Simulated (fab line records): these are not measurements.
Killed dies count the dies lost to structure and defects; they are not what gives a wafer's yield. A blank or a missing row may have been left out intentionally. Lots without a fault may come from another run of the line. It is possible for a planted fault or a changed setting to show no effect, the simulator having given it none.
Commonality check across tools -- flow gf180mcu -- Sampled: 12 lots, 39 wafers

## WHY IT WAS OPENED
At GF_SAB_CD_MEAS_09 the reading cd nm is flagged on 1 of 12 lots. Wafers without a fault read 419.7 nm, standard deviation 2.
Rule: flag the lot when none of its wafers has a number, or when each of its wafers that has one lies beyond 4 standard deviations from that mean. The rest of the lots are taken to be sound.

lot,measured,on,"cd nm (nm), wafer by wafer",flag
L356,day 15 07:01,cd sem-01,417.1 417.3 417.7,
L358,day 16 00:04,cd sem-01,420.6 420.4 421.6,
L362,day 17 17:39,cd sem-01,448.9 447.5 448.0 449.1 447.6 448.2,FLAGGED
L367,day 19 04:59,cd sem-01,419.3 420.6 419.1,
L369,day 20 04:15,cd sem-02,419.4 420.1 418.7,
L370,day 20 17:08,cd sem-01,415.1 416.9 414.9,
L371,day 20 19:59,cd sem-02,420.7 419.7 420.5,
L372,day 20 23:23,cd sem-01,419.6 418.6 420.5,
L374,day 21 14:10,cd sem-01,416.8 416.8 415.6,
L375,day 21 20:28,cd sem-02,419.2 421.0 419.6,
L376,day 22 05:46,cd sem-02,416.9 416.0 416.3,
L378,day 23 08:31,cd sem-02,420.6 418.2 421.3,
On average the flagged lots' numbers are 448.2 nm, which is +28.5 nm against the usual, or +14 standard deviations.

## WHICH TOOL RAN EACH LOT
The record keeps 1 process step preceding the reading, out of 602 steps on the route. Every cell lists first the tool, next ch and the chambers used by the sampled wafers, and last the start.
lot,flag,GF_SAB_EXPOSE_06
L356,,"iline stepper-02 ch 0, day 14 20:53"
L358,,"iline stepper-02 ch 0, day 15 12:47"
L362,FLAGGED,"iline stepper-02 ch 0, day 17 05:58"
L367,,"iline stepper-01 ch 0, day 18 16:58"
L369,,"iline stepper-01 ch 0, day 19 16:03"
L370,,"iline stepper-02 ch 0, day 20 05:47"
L371,,"iline stepper-02 ch 0, day 20 08:44"
L372,,"iline stepper-02 ch 0, day 20 11:59"
L374,,"iline stepper-01 ch 0, day 21 02:10"
L375,,"iline stepper-01 ch 0, day 21 09:22"
L376,,"iline stepper-01 ch 0, day 21 17:54"
L378,,"iline stepper-01 ch 0, day 22 21:19"
What these steps do:
- GF_SAB_EXPOSE_06: exposes mask SAB, target cd 420 nm.
- GF_SAB_CD_MEAS_09: target cd 420 nm.

## FLAGGED OVER TOTAL, TOOL BY TOOL (the gauges that took the reading come last)
step,tool,lots run,flagged,share of the flagged lots,sound lots run after its first flagged lot
GF_SAB_EXPOSE_06,iline stepper-01,6,0,none,-
GF_SAB_EXPOSE_06,iline stepper-02,6,1,all,"3 (L370,L371,L372)"
GF_SAB_CD_MEAS_09,cd sem-01,7,1,all,"4 (L367,L370,L372,L374)"
GF_SAB_CD_MEAS_09,cd sem-02,5,0,none,-

## WHAT THE TABLE ALLOWS
iline stepper-02 at GF_SAB_EXPOSE_06 and cd sem-01 at GF_SAB_CD_MEAS_09 are the 2 rows of the table that ran each flagged lot.
- iline stepper-02 at GF_SAB_EXPOSE_06: 1 of its 6 lots flagged. Lots that were sound ran on it after the first flagged one (L370, L371, L372); a persistent fault on the entire tool would not allow that.
- cd sem-01 at GF_SAB_CD_MEAS_09: 1 of its 7 lots flagged. Lots that were sound ran on it after the first flagged one (L367, L370, L372, L374); a persistent fault on the entire tool would not allow that.
Not one row of the table ran every flagged lot while running no sound lot after the first.

## WHAT THE SIMULATOR PUT IN
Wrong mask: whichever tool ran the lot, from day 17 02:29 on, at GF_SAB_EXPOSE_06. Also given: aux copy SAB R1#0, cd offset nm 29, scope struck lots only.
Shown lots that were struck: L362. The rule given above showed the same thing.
